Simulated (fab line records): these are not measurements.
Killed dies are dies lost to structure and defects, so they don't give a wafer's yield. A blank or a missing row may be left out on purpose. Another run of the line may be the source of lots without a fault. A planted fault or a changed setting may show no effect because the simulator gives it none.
Split-lot trial ; flow sfq_line ; route with 325 steps; 5 lots, 23 wafers read

== SPLIT DETAILS ==
At SFQ_TRILAYER_I5_LITHO_PEB_147 (peb time 60 s), the setting peb_temp_c was moved away from the recipe's 115 C on 4 of the 23 wafers read, by +2.7% to +3.2%. All remaining wafers had this setting at the recipe value.

== FROM THE SPLIT TO THE READING: what the file shows between them, 2 steps ==
- SFQ_TRILAYER_I5_LITHO_DEVELOP_146: time 60 s
- SFQ_TRILAYER_I5_BARC_OPEN_VIA_ETCH_200: etches BARC in O2, target depth 125 nm, time 41.7 s

== THE READING ==
I5.cd_nm (the simulator's own value, which no gauge read), in nm, at SFQ_TRILAYER_I5_ETCH_VIA_ETCH_147 (etches the open film in CHF3, stops on Nb, target depth 360 nm). The file gives no usual value for it. The 19 wafers here that ran the recipe average 700.2 nm, standard deviation 2.4 nm.

wafer;tool, chamber at the split;peb_temp_c as run, C;against the recipe;I5.cd_nm, nm;against lot-mates on the recipe
L076.1;litho_track-01, 0;115;recipe;702.3;-
L076.3;litho_track-01, 0;115;recipe;705.3;-
L076.5;litho_track-01, 0;115;recipe;703.5;-
L077.1;litho_track-04, 0;115;recipe;700.3;-
L077.2;litho_track-04, 0;115;recipe;698.7;-
L077.3;litho_track-04, 0;115;recipe;703.3;-
L077.5;litho_track-04, 0;118.1;+2.7%;751;+50.2
L077.6;litho_track-04, 0;118.1;+2.7%;752.6;+51.8
L078.1;litho_track-04, 0;115;recipe;699.7;-
L078.2;litho_track-04, 0;115;recipe;696.7;-
L078.3;litho_track-04, 0;115;recipe;702.3;-
L078.5;litho_track-04, 0;118.7;+3.2%;756.7;+57.1
L078.6;litho_track-04, 0;118.7;+3.2%;758.7;+59.1
L083.2;litho_track-04, 0;115;recipe;701.1;-
L083.3;litho_track-04, 0;115;recipe;698.8;-
L083.4;litho_track-04, 0;115;recipe;699.1;-
L083.6;litho_track-04, 0;115;recipe;699.1;-
L083.5;litho_track-04, 0;115;recipe;700.7;-
L085.1;litho_track-02, 0;115;recipe;695.2;-
L085.2;litho_track-02, 0;115;recipe;698.6;-
L085.3;litho_track-02, 0;115;recipe;700.8;-
L085.5;litho_track-02, 0;115;recipe;700.7;-
L085.6;litho_track-02, 0;115;recipe;697.6;-

FIT RESULTS
A straight line over all 23 wafers: I5.cd_nm changes by +18.4 nm for each +1% of peb_temp_c; r = +0.99; the points scatter about the line by 2.5 nm.
The same after taking each lot's own level away (the mean of its wafers on the recipe; 23 wafers): +18.4 nm for each +1%; r = +1.00; scatter 1.8 nm.
Per that fit: largest peb_temp_c move, reading shift of 59 nm.
Measured against the standard deviation above, the lots' own levels, which go from 698.58 to 703.70 nm, span 2.1 times it.
Hence the lot-to-lot level has little effect on the slope; both slopes agree.
Check: with one of the wafers moved furthest among these (+3.2%) left out of the fit, the line predicts +60.2 nm for it against its lot-mates. Against them it came out at +57.1 nm.

== FURTHER SPLITS ON THESE WAFERS ==
Other splits were also applied to these wafers ahead of the reading. Each is held against what the fit with the lots' levels taken away leaves over:
other split on the same wafers;wafers away from the commonest value;r with I5.cd_nm (lot level and that fit taken away)
SFQ_TRILAYER_I4_VIA_LITHO_EXPOSE_104 dose_mj;10;+0.04
SFQ_TRILAYER_I4_VIA_ETCH_VIA_ETCH_106 source_w;8;+0.08
SFQ_TRILAYER_JJ_TRILAYER_DEP_SPUTTER_112 power_w;8;+0.35
SFQ_TRILAYER_JJ_CE_LITHO_COAT_114 resist_thk_nm;6;+0.15
SFQ_TRILAYER_JJ_CE_BARC_OPEN_RIE_150 pressure_mtorr;15;-0.09
SFQ_TRILAYER_R5_LITHO_COAT_136 resist_thk_nm;9;+0.13
SFQ_TRILAYER_R5_LITHO_PEB_139 peb_temp_c;7;+0.00
SFQ_TRILAYER_A5C_DEP_PECVD_142 time_s;11;+0.01

== THE WHOLE CHAIN: every reading that the file lists as answering this split, in the file's order ==
step;what it does;reading;change (the file's fit);r (the file's)
SFQ_TRILAYER_I5_BARC_OPEN_VIA_ETCH_200;etches BARC in O2, target depth 125 nm, time 41.7 s;I5.cd_nm (the simulator's own value, which no gauge read);+18.7 nm for each +1% of the setting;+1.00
SFQ_TRILAYER_I5_ETCH_VIA_ETCH_147;etches the open film in CHF3, stops on Nb, target depth 360 nm;I5.cd_nm (the simulator's own value, which no gauge read);+18.4 nm for each +1% of the setting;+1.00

== FILE'S OWN FIT ==
I5.cd_nm changes by +18.4 nm for each +1% of peb_temp_c, r = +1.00.
